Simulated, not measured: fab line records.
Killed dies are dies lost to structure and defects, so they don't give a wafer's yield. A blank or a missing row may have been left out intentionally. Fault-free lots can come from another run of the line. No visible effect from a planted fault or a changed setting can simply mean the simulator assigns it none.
Struck lot and sound lot, side by side :: flow sfqLine :: 34 out of 325 route steps
Sound: the wafers L863.2, L863.3, L863.6. The struck wafers were L861.1, L861.2, L861.5. The cause is named last.
Each step with rows lists, per side, the tool, then ch with its chambers, then its first start. Under that, the readings that differ: sound wafers :: struck wafers :: difference of the means :: sigmas: that difference in standard deviations of wafers without a fault.
alike: same words and numbers on both sides, and readings whose means sit less than 2 such deviations apart. not compared: any withheld reading, any reading some wafer has no value for, any bound like >300 that may hide the same value, and any number with overlapping values for which the record gives no deviation.
The two part at a step that has a row with sigmas, a row that says differs or no value, or rows on one side only. When numbers do not overlap yet have no deviation, they are printed without sigmas and do not part them. A reading missing from all wafers of one side parts the sides only when that side holds two or more wafers.

first, 6 steps without rows for these wafers: SFQ_TRILAYER_M6_LITHO_COAT_164 (resist thk 62 nm); SFQ_TRILAYER_M6_LITHO_COAT_159 (resist thk 600 nm); SFQ_TRILAYER_M6_LITHO_SOFTBAKE_163; SFQ_TRILAYER_M6_LITHO_EXPOSE_160 (exposes mask M6, target cd 500 nm); SFQ_TRILAYER_M6_LITHO_PEB_162 (peb time 60 s); SFQ_TRILAYER_M6_LITHO_DEVELOP_161 (time 60 s).
SFQ_M6_OVL_MEAS_940:
  sound on overlay-01 at day 74 12:03; struck on overlay-01 at day 74 03:38
  alike: M6_OVL
then, 1 step without rows for these wafers: SFQ_TRILAYER_M6_BARC_OPEN_METAL_ETCH_206 (etches BARC in O2, target depth 125 nm, time 41.7 s).
SFQ_TRILAYER_M6_ETCH_METAL_ETCH_162: etches Nb in Cl2/Ar, stops on SiO2, target depth 240 nm, time 120 s.
  sound on rieMetal-01 ch 0,1, day 74 12:08; struck on rieMetal-02 ch 0,1, day 74 03:44
  alike: drypumpMotorCurrentA, oesProductAu
  not compared: rfHoursCounterH
SFQ_TRILAYER_M6_STRIP_STRIP_163: strips in O2.
  sound on rieMetal-01 ch 0,1, day 74 12:16; struck on rieMetal-02 ch 0,1, day 74 03:52
  alike: drypumpMotorCurrentA, oesProductAu
  not compared: rfHoursCounterH
then, 1 step without rows for these wafers: SFQ_TRILAYER_M6_STRIP_SOLV_CLEAN_164 (cleans in NMP, time 600 s).
SFQ_TRILAYER_I6_DEP_PECVD_165: deposits SiO2 from SiH4/N2O, time 111.11 s, target thk 500 nm.
  sound on pecvd-01 ch 0,1, day 74 13:02; struck on pecvd-01 ch 0,1,2, day 74 04:38
  no value came back on the struck wafers for chamberPressureTorr (Torr), heaterPowerOuterW (W), heaterPowerW (W), throttleValvePct (%); on the sound wafers chamberPressureTorr (Torr) reads 2.405 2.402 2.399
SFQ_TRILAYER_I6_CMP_CMP_166: polishes SiO2.
  sound on cmp-02 ch 1,2,3, day 74 14:07; struck on cmp-01 ch 1,2,3, day 74 07:06
reading: timeToEndpointS (s)
sound: 212 212 223
struck: - - -
difference: no value on the struck wafers
sigmas: 
  alike: edgeZonePressureFrac, motorCurrentA
SFQ_I6_BOW_MEAS_941:
  sound on filmMetro-04 at day 74 16:08; struck on filmMetro-04 at day 74 09:06
  alike: I6_BOW
SFQ_TRILAYER_I6_METRO_MEASURE_167:
  sound on filmMetro-04 at day 74 16:26; struck on filmMetro-04 at day 74 09:13
then, 6 steps without rows for these wafers: SFQ_TRILAYER_I6_VIA_LITHO_COAT_174 (resist thk 62 nm); SFQ_TRILAYER_I6_VIA_LITHO_COAT_169 (resist thk 650 nm); SFQ_TRILAYER_I6_VIA_LITHO_SOFTBAKE_173; SFQ_TRILAYER_I6_VIA_LITHO_EXPOSE_170 (exposes mask I6, target cd 700 nm); SFQ_TRILAYER_I6_VIA_LITHO_PEB_172 (peb time 60 s); SFQ_TRILAYER_I6_VIA_LITHO_DEVELOP_171 (time 60 s).
-- the record jumps here: 4 days lie between the struck wafers' starts before and after --
SFQ_I6_OVL_MEAS_942:
  sound on overlay-02 at day 79 03:36; struck on overlay-02 at day 78 20:24
  alike: I6_OVL
SFQ_TRILAYER_I6_VIA_BARC_OPEN_VIA_ETCH_235: etches BARC in O2, target depth 125 nm, time 41.7 s.
  sound on rieDiel-02 ch 1,3, day 79 03:38; struck on rieDiel-02 ch 0,3, day 78 20:26
  alike: drypumpMotorCurrentA, oesProductAu
  not compared: rfHoursCounterH
SFQ_TRILAYER_I6_VIA_ETCH_VIA_ETCH_172: etches SiO2 in CHF3, stops on Nb, target depth 260 nm.
  sound on rieDiel-02 ch 1,3, day 79 03:40; struck on rieDiel-02 ch 0,3, day 78 20:28
reading: oesProductAu (a.u.)
sound: 0.857 0.853 0.852
struck: 0.383 0.372 0.377
difference: -0.477
sigmas: -99 or more

reading: model.etch.depthNm (nm)
sound: 200.7 200.8 200.7
struck: 0 0 0
difference: -201
sigmas: 
  alike: drypumpMotorCurrentA
then, 3 steps without rows for these wafers: SFQ_TRILAYER_I6_VIA_STRIP_STRIP_173 (strips in O2); SFQ_TRILAYER_I6_VIA_STRIP_SOLV_CLEAN_174 (cleans in NMP, time 600 s); SFQ_TRILAYER_M7_DEP_PRE_CLEAN_176 (time 22.5 s).
SFQ_TRILAYER_M7_DEP_SPUTTER_175: material Nb, target thk 200 nm, time 133.3 s.
  sound on pvdSputter-03 at day 79 04:35; struck on pvdSputter-03 at day 78 21:23
  alike: throttleValvePct
SFQ_M7_RS_MEAS_943: the measuring method here is four-point-probe.
  sound on filmMetro-01 at day 79 04:42; struck on filmMetro-01 at day 78 21:29
  alike: M7_NB_RS
then, 3 steps without rows for these wafers: SFQ_TRILAYER_M7_LITHO_COAT_182 (resist thk 62 nm); SFQ_TRILAYER_M7_LITHO_COAT_177 (resist thk 600 nm); SFQ_TRILAYER_M7_LITHO_SOFTBAKE_181.
-- the record jumps here: 4 days lie between the struck wafers' starts before and after --
SFQ_TRILAYER_M7_LITHO_EXPOSE_178: exposes mask M7, target cd 500 nm.
  sound on krfScanner-01 ch 0, day 83 14:02; struck on krfScanner-01, day 83 04:14
  no value came back on the struck wafers for exposureDoseMJCm2, focusOffsetNm (nm); on the sound wafers exposureDoseMJCm2 reads 14.394 14.382 14.396
  alike: mask
then, 1 step without rows for these wafers: SFQ_TRILAYER_M7_LITHO_PEB_180 (peb time 60 s).

## WHERE THEY PART
Last at SFQ_TRILAYER_M7_LITHO_EXPOSE_178 as far as this record goes, first at SFQ_TRILAYER_I6_DEP_PECVD_165.

WHY: what the simulator had put in
Entire step skipped (pecvd-01, SFQ_TRILAYER_I6_DEP_PECVD_165), from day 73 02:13 onward. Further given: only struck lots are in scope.
